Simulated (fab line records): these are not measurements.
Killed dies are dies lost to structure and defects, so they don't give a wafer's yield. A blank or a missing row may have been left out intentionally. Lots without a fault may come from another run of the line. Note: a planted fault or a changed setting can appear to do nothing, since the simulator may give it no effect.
Shared-tool check    flow gf180mcu    13 lots, 39 wafers sampled

REASON IT WAS OPENED
At GF_VT_IMPLANT_TW_MEAS_21 the reading VT_IMPLANT_2_TW is flagged on 2 of 13 lots. No-fault wafers: 1226, standard deviation 6.6.
Rule: flag the lot when none of its wafers has a number, or when each of its wafers that has one lies beyond 4 standard deviations from that mean. All remaining lots are regarded as sound.

lot   measured      on             VT_IMPLANT_2_TW, wafer by wafer  flag
L912  day 6 03:42   film metro-01  1224 1230 1225                   
L914  day 6 17:55   film metro-04  1221 1218 1219                   
L915  day 7 05:25   film metro-01  1242 1236 1237                   
L916  day 7 15:34   film metro-01  1239 1230 1238                   
L917  day 7 16:17   film metro-04  1225 1219 1227                   
L918  day 7 20:18   film metro-04  1219 1227 1226                   
L921  day 8 20:06   film metro-04  1214 1216 1216                   
L923  day 9 02:14   film metro-03  1228 1230 1219                   
L927  day 10 05:29  film metro-03  1096 1088 1085                   FLAGGED
L928  day 10 13:14  film metro-04  1097 1099 1106                   FLAGGED
L929  day 10 19:10  film metro-03  1229 1222 1221                   
L931  day 11 07:19  film metro-03  1225 1224 1226                   
L935  day 12 13:36  film metro-03  1223 1226 1218                   
The numbers of the flagged lots are 1095 on average: -131 against the usual, or -20 standard deviations.

LOT BY LOT: THE TOOL USED
Before the reading, the record contains 2 process steps out of a 602-step route. Every cell lists first the tool, next ch and the chambers used by the sampled wafers, and last the start.
lot   flag     GF_NWELL_STRIP_10                    GF_VT_IMPLANT_IMPLANT_19
L912           plasma asher-01 ch 0,1, day 3 06:48  implanter-04 ch 0, day 6 03:27
L914           plasma asher-02 ch 0,1, day 3 18:01  implanter-03 ch 0, day 6 17:40
L915           plasma asher-02 ch 0,1, day 4 03:42  implanter-04 ch 0, day 7 05:10
L916           plasma asher-01 ch 0,1, day 4 12:07  implanter-03 ch 0, day 7 15:19
L917           plasma asher-04 ch 0,1, day 4 12:48  implanter-02 ch 0, day 7 16:02
L918           plasma asher-02 ch 0,1, day 4 16:48  implanter-02 ch 0, day 7 20:03
L921           plasma asher-04 ch 0,1, day 5 12:42  implanter-04 ch 0, day 8 19:53
L923           plasma asher-04 ch 0, day 5 19:00    implanter-03 ch 0, day 9 02:01
L927  FLAGGED  plasma asher-02 ch 0,1, day 6 17:00  implanter-02 ch 0, day 10 05:16
L928  FLAGGED  plasma asher-04 ch 0,1, day 7 00:29  implanter-02 ch 0, day 10 12:59
L929           plasma asher-04 ch 0,1, day 7 04:37  implanter-03 ch 0, day 10 18:57
L931           plasma asher-01 ch 0,1, day 7 15:57  implanter-03 ch 0, day 11 07:04
L935           plasma asher-02 ch 0,1, day 8 16:48  implanter-04 ch 0, day 12 13:21
These steps, and what they do:
- GF_NWELL_STRIP_10: strips in O2/N2.
- GF_VT_IMPLANT_IMPLANT_19
- GF_VT_IMPLANT_TW_MEAS_21

FLAGGED AGAINST TOTAL, ONE TOOL AT A TIME (gauges that did the reading follow at the end)
step                      tool             lots run  flagged  share of the flagged lots  sound lots run after its first flagged lot
GF_NWELL_STRIP_10         plasma asher-01  3         0        none                       -
GF_NWELL_STRIP_10         plasma asher-02  5         1        some                       1 (L935)
GF_NWELL_STRIP_10         plasma asher-04  5         1        some                       1 (L929)
GF_VT_IMPLANT_IMPLANT_19  implanter-02     4         2        all                        0
GF_VT_IMPLANT_IMPLANT_19  implanter-03     5         0        none                       -
GF_VT_IMPLANT_IMPLANT_19  implanter-04     4         0        none                       -
GF_VT_IMPLANT_TW_MEAS_21  film metro-01    3         0        none                       -
GF_VT_IMPLANT_TW_MEAS_21  film metro-03    5         1        some                       3 (L929,L931,L935)
GF_VT_IMPLANT_TW_MEAS_21  film metro-04    5         1        some                       0

WHAT IS ALLOWED BY THE TABLE
In the table, 1 row covers all flagged lots: implanter-02 at GF_VT_IMPLANT_IMPLANT_19.
- implanter-02 at GF_VT_IMPLANT_IMPLANT_19 ran 4 lots, 2 of them flagged. Its last sound lot is L918 (day 7 20:03), its first flagged lot L927 (day 10 05:16): a fault that began between those two fits. Its own readings (tilt deg) fall more than 4 standard deviations out on all wafers of the flagged lots.
What remains is a single tool, implanter-02 at GF_VT_IMPLANT_IMPLANT_19.

WHAT WAS PUT IN BY THE SIMULATOR
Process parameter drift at GF_VT_IMPLANT_IMPLANT_19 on implanter-02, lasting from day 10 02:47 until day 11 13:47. Setting tilt deg, moved by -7, from 7. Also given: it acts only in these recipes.
Shown lots that were struck: L927, L928. The same result came from the rule above.
